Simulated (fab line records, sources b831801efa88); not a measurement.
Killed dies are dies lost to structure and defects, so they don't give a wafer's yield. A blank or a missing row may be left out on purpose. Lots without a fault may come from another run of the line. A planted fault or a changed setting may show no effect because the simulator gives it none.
Which tool did it? | flow sky130 | 6 lots, 18 wafers sampled, at 1 step of a route of 708

WHAT THE GAUGES READ, wafer by wafer
SKY_LOCAL_INTERCONNECT_RS_MEAS_01: measures by four-point-probe.
lot  | measured     | on            | LOCAL_INTERCONNECT_TIN_RS (ohm/sq)
L525 | day 29 03:41 | film_metro-03 | 14.12 14.05 13.92
L531 | day 31 15:10 | film_metro-01 | 14.33 14.36 14.28
L532 | day 31 21:03 | film_metro-03 | 14.04 13.91 14.06
L535 | day 32 09:48 | film_metro-03 | 14.00 14.12 14.03
L542 | day 34 17:10 | film_metro-03 | 14.09 14.22 14.10
L546 | day 35 19:30 | film_metro-03 | 14.11 14.27 14.15

WHICH TOOL RAN EACH LOT (tool, then ch and the chambers of the sampled wafers, then the start)
The record holds no process step before these readings.

THE ANSWER, worked out from the rows above alone
Rule: what is usual is taken from the lots themselves. Put in order of their means at a reading, lots are off if they are a third of the lots or fewer, leave a main group of 4 or more, and stand apart from it by a gap of 3 or more times the standard deviation of the main group's means; of several such gaps the widest counts. A main group whose means are all the same, to the digits that the tables above print for the reading, isn't used. A lot without any number at a reading at which 4 lots or more have one is off too. The other lots that the step has rows for count as sound.
No lot is off at any reading shown: from this, nothing can be told.

WHAT THE SIMULATOR HAD PUT IN
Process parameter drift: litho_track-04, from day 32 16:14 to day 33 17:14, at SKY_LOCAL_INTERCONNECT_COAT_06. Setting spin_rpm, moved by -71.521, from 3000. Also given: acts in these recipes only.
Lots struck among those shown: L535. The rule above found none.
